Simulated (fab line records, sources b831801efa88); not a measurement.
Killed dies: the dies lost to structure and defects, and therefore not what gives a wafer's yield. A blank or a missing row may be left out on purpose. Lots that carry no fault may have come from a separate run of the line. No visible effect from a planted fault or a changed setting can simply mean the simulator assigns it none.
A struck lot beside a sound one || flow gf180mcu || 16 out of 602 route steps
Sound: wafers L235.1, L235.2, L235.4. Struck: wafer L232.2 (left out: L232.6, a lot-mate that was not struck); the cause follows at the end.
At each step with rows: each side's tool, then ch and its chambers, then its first start. Under that, the readings that differ: sound wafers || struck wafers || difference of the means || sigmas: that difference in standard deviations of wafers without a fault.
alike: readings whose means differ by less than 2 such deviations, and words and numbers that are the same on both sides. not compared: withheld readings, readings that some wafer has no value for, bounds like >300 that may hide the same value, and numbers for which the record gives no deviation and whose values overlap.
The two part at a step that has a row with sigmas, a row that says differs or no value, or rows on one side only. When numbers do not overlap yet have no deviation, they are printed without sigmas and do not part them. A reading missing from all wafers of one side parts the sides only when that side holds two or more wafers.

GF_POLY_GATE_ETCH_13: etches poly-Si in HBr/Cl2, stops on SiO2, target depth 198.5 nm, time 69.6 s.
  sound on rie-si-02 ch 0,1,2, day 15 16:36; struck on rie-si-02 ch 2, day 14 13:27
  alike: bias-w, chamber-pressure-mTorr, drypump-motor-current-A, mfc-cl2-sccm, oes-product-au, throttle-valve-pct
  not compared: rf-hours-counter-h
GF_POLY_GATE_STRIP_14: strips in O2/N2.
  sound on plasma-asher-02 ch 0,1, day 15 16:40; struck on plasma-asher-02 ch 0, day 14 13:30
  alike: chamber-pressure-mTorr, drypump-motor-current-A, heater-power-w, n2-flow-sccm, oes-product-au
  not compared: rf-hours-counter-h
then, 2 steps without rows for these wafers: GF_POLY_GATE_CLEAN_15 (cleans in SC1/SC2, time 150 s); GF_POLY_GATE_OXIDATION_16 (stabilise 600 s, purge 300 s, target thk 4 nm).
GF_POLY_GATE_THK_MEAS_17:
  struck on film-metro-04, day 14 15:50; sound on film-metro-03, day 15 18:35
{"reading": "POLY_GATE_OXIDATION_THK (nm)", "sound": "4.15 4.11 4.16", "struck": 3.97, "difference": -0.17, "sigmas": -2}
GF_POLY_GATE_CD_MEAS_18:
  struck on cd-sem-01, day 14 15:55; sound on cd-sem-01, day 15 18:38
  alike: cd-nm
then, 6 steps without rows for these wafers: GF_HV_LDD_DEHYDRATE_00 (time 60 s); GF_HV_LDD_HMDS_01 (prime time 60 s); GF_HV_LDD_COAT_02 (resist thk 1000 nm); GF_HV_LDD_SOFTBAKE_03 (time 60 s); GF_HV_LDD_EXPOSE_04 (exposes mask Nplus LV AREA, target cd 400 nm); GF_HV_LDD_PEB_05.
GF_HV_LDD_DEVELOP_06: develop time 60 s.
  sound on litho-track-03 ch 0, day 16 16:05; struck on litho-track-04 ch 0, day 15 12:29
  alike: resist-line-temp-C
GF_HV_LDD_CD_MEAS_07: target cd 400 nm.
  struck on cd-sem-01, day 15 12:38; sound on cd-sem-02, day 16 16:14
{"reading": "cd-nm (nm)", "sound": "398.8 398.7 400.3", "struck": 411.3, "difference": "+12.0", "sigmas": "+5"}
GF_HV_LDD_OVL_MEAS_08:
  struck on overlay-01, day 15 12:44; sound on overlay-02, day 16 16:22
  alike: HV_LDD_OVL
-- the record jumps here: 18 days lie between the struck wafers' starts before and after (it left off in module HV_LDD and takes up again in module PASSIVATION, whose first step shown is number 602 of the route) --
GF_PASSIVATION_PROBE_99:
  only the struck wafers here have rows in the record (prober-02, day 33 17:01); the sound ones have none

== WHERE THEY PART ==
First at GF_POLY_GATE_THK_MEAS_17; last, within this record, at GF_PASSIVATION_PROBE_99.

WHY: whatever the simulator had introduced
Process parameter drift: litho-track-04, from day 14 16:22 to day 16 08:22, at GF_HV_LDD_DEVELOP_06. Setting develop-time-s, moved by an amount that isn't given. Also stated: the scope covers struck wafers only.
